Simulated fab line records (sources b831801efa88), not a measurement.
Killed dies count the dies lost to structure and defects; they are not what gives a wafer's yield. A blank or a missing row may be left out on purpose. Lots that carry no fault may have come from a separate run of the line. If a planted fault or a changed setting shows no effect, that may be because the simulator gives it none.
Which tool is to blame? + flow sky130 + Sampling: 13 lots, 39 wafers, 5 of 708 route steps

## WHAT EACH GAUGE READ, for each wafer
SKY_NWELL_OVL_MEAS_10.
| lot  | measured     | on         | NWELL_00_OVL (nm) |
|------|--------------|------------|-------------------|
| L282 | day 4 13:25  | overlay-01 | -0.3 0.0 -2.1     |
| L285 | day 5 05:04  | overlay-01 | 2.8 1.4 0.9       |
| L286 | day 5 13:51  | overlay-02 | 1.5 0.4 1.6       |
| L287 | day 5 19:31  | overlay-01 | 0.0 -1.8 0.9      |
| L288 | day 5 22:07  | overlay-01 | 0.6 -0.9 0.9      |
| L289 | day 6 05:16  | overlay-01 | 0.0 0.7 0.3       |
| L291 | day 6 15:38  | overlay-01 | 0.8 -1.2 0.7      |
| L292 | day 6 21:40  | overlay-02 | -1.7 -1.5 -1.4    |
| L299 | day 9 04:50  | overlay-02 | -0.6 -0.4 -0.7    |
| L301 | day 9 06:43  | overlay-02 | 1.3 2.5 1.0       |
| L302 | day 9 14:57  | overlay-02 | 0.6 0.9 3.0       |
| L303 | day 9 23:41  | overlay-01 | 0.8 1.3 1.8       |
| L305 | day 10 04:31 | overlay-02 | 1.3 0.5 1.3       |

SKY_NWELL_TW_MEAS_15.
| lot  | measured     | on            | NWELL_TW       |
|------|--------------|---------------|----------------|
| L282 | day 4 16:32  | film_metro-02 | 1833 1820 1836 |
| L285 | day 5 05:40  | film_metro-02 | 1805 1804 1803 |
| L286 | day 5 14:27  | film_metro-02 | 1800 1803 1804 |
| L287 | day 5 20:07  | film_metro-04 | 1834 1835 1836 |
| L288 | day 5 22:42  | film_metro-01 | 1840 1837 1836 |
| L289 | day 6 05:51  | film_metro-02 | 1815 1803 1813 |
| L291 | day 6 16:13  | film_metro-01 | 1823 1830 1818 |
| L292 | day 6 22:16  | film_metro-01 | 1828 1836 1835 |
| L299 | day 9 05:25  | film_metro-01 | 1836 1835 1837 |
| L301 | day 9 07:19  | film_metro-02 | 1806 1817 1815 |
| L302 | day 9 15:32  | film_metro-04 | 1824 1829 1829 |
| L303 | day 10 00:16 | film_metro-02 | 1816 1827 1822 |
| L305 | day 10 05:06 | film_metro-02 | 1836 1833 1823 |

SKY_NWELL_TW_MEAS_26.
| lot  | measured     | on            | NWELL_2_TW        |
|------|--------------|---------------|-------------------|
| L282 | day 5 09:49  | film_metro-04 | 501.3 499.7 500.5 |
| L285 | day 6 00:17  | film_metro-02 | 496.8 492.0 493.7 |
| L286 | day 6 08:35  | film_metro-02 | 494.6 496.8 498.0 |
| L287 | day 6 13:52  | film_metro-02 | 496.3 499.0 495.2 |
| L288 | day 6 17:10  | film_metro-04 | 496.3 498.8 497.3 |
| L289 | day 7 01:05  | film_metro-02 | 495.1 495.1 495.4 |
| L291 | day 7 11:13  | film_metro-02 | 494.2 496.1 495.7 |
| L292 | day 7 17:49  | film_metro-02 | 496.9 498.0 497.6 |
| L299 | day 10 02:58 | film_metro-01 | 515.9 517.5 516.3 |
| L301 | day 10 05:31 | film_metro-01 | 517.2 519.8 519.9 |
| L302 | day 10 14:35 | film_metro-02 | 497.7 498.0 498.7 |
| L303 | day 10 23:19 | film_metro-04 | 499.2 502.0 499.4 |
| L305 | day 11 04:36 | film_metro-02 | 494.5 492.4 491.7 |

SKY_VT_ADJUST_HVTP_CD_MEAS_07: target cd 380 nm.
| lot  | measured     | on        | cd_nm (nm)        |
|------|--------------|-----------|-------------------|
| L282 | day 6 04:03  | cd_sem-01 | 375.6 375.9 378.5 |
| L285 | day 6 18:35  | cd_sem-02 | 380.9 380.7 380.2 |
| L286 | day 7 03:30  | cd_sem-01 | 385.3 385.4 382.0 |
| L287 | day 7 09:36  | cd_sem-01 | 377.2 377.4 376.0 |
| L288 | day 7 12:34  | cd_sem-02 | 382.9 379.3 379.4 |
| L289 | day 7 21:02  | cd_sem-01 | 379.6 378.8 379.3 |
| L291 | day 8 07:59  | cd_sem-02 | 376.2 374.3 381.1 |
| L292 | day 8 14:47  | cd_sem-01 | 378.8 378.9 377.9 |
| L299 | day 11 02:16 | cd_sem-01 | 381.1 382.0 378.2 |
| L301 | day 11 05:32 | cd_sem-01 | 377.2 378.2 378.6 |
| L302 | day 11 14:48 | cd_sem-01 | 378.7 377.6 379.3 |
| L303 | day 11 22:56 | cd_sem-02 | 381.8 382.6 382.5 |
| L305 | day 12 04:43 | cd_sem-02 | 378.0 377.2 377.5 |

## WHICH TOOL RAN EACH LOT (tool, then ch and the chambers of the sampled wafers, then the start)
| lot  | SKY_NWELL_IMPLANT_24            |
|------|---------------------------------|
| L282 | implanter-03 ch 0, day 5 09:34  |
| L285 | implanter-03 ch 0, day 6 00:04  |
| L286 | implanter-03 ch 0, day 6 08:22  |
| L287 | implanter-03 ch 0, day 6 13:39  |
| L288 | implanter-01 ch 0, day 6 16:55  |
| L289 | implanter-03 ch 0, day 7 00:52  |
| L291 | implanter-03 ch 0, day 7 10:58  |
| L292 | implanter-01 ch 0, day 7 17:34  |
| L299 | implanter-01 ch 0, day 10 02:43 |
| L301 | implanter-01 ch 0, day 10 05:16 |
| L302 | implanter-03 ch 0, day 10 14:22 |
| L303 | implanter-03 ch 0, day 10 23:04 |
| L305 | implanter-03 ch 0, day 11 04:21 |
- SKY_NWELL_IMPLANT_24

## AS READ BY THE TOOLS THEMSELVES (means over the sampled wafers that have a number; for cases with no such wafer, the mark the record gives instead)
SKY_NWELL_IMPLANT_24.
| lot  | tool         | dose_ions_cm2 | faraday_current_uA |
|------|--------------|---------------|--------------------|
| L282 | implanter-03 | 9.211e+12     | 52.2               |
| L285 | implanter-03 | 9.211e+12     | 52.3               |
| L286 | implanter-03 | 9.193e+12     | 51.7               |
| L287 | implanter-03 | 9.210e+12     | 52.5               |
| L288 | implanter-01 | 9.191e+12     | 51.3               |
| L289 | implanter-03 | 9.205e+12     | 52.2               |
| L291 | implanter-03 | 9.201e+12     | 51.3               |
| L292 | implanter-01 | 9.212e+12     | 52.2               |
| L299 | implanter-01 | 1.027e+13     | 57.1               |
| L301 | implanter-01 | 1.026e+13     | 56.6               |
| L302 | implanter-03 | 9.204e+12     | 52.2               |
| L303 | implanter-03 | 9.204e+12     | 52.1               |
| L305 | implanter-03 | 9.202e+12     | 51.4               |

## THE ANSWER, worked out from the rows above alone
Rule: what is usual is taken from the lots themselves. The widest of any qualifying gaps counts: lots, ordered by their means at a reading, are off when they make up no more than a third of the lots, leave a main group of 4 or more, and stand apart from it by 3 or more times the standard deviation of that group's means. Not used: any main group whose means are identical at the precision the tables above print for the reading. A lot without any number at a reading at which 4 lots or more have one is off too. The other lots that the step has rows for count as sound. First the gauges in route order, then the tools' own readings, where a lot's mean is used as printed above. At the first step where some lot is off, the reading lying furthest off is the one used; lots without a number count as furthest.
Off: L299, L301, seen at SKY_NWELL_TW_MEAS_26 (NWELL_2_TW). The main group: mean 496.8, standard deviation 2.2.
A tool fits if, at a process step before that reading, it ran every lot that is off, and no sound lot after the first of them. The gauges at SKY_NWELL_TW_MEAS_26 aren't tried: what is off there is off at SKY_NWELL_IMPLANT_24 too, on other tools, and a gauge's error can't cause that. One candidate fits, namely implanter-01 at SKY_NWELL_IMPLANT_24. Its last sound lot is L292 (day 7 17:34), its first lot that is off L299 (day 10 02:43): a fault that began between those two fits.
The tool's own readings at SKY_NWELL_IMPLANT_24 bear it out: on the lots that are off they differ by more than 5 times the standard deviation of the sound lots' means. dose_ions_cm2 reads 1.026e+13 there against 9.204e+12 on the sound lots; faraday_current_uA reads 56.9 there against 51.9 on the sound lots.

## WHAT WAS PUT IN BY THE SIMULATOR
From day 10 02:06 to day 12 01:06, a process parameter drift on implanter-01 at SKY_NWELL_IMPLANT_24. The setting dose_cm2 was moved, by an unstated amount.
Lots struck among those shown: L299, L301. This agrees with what the rule above found.
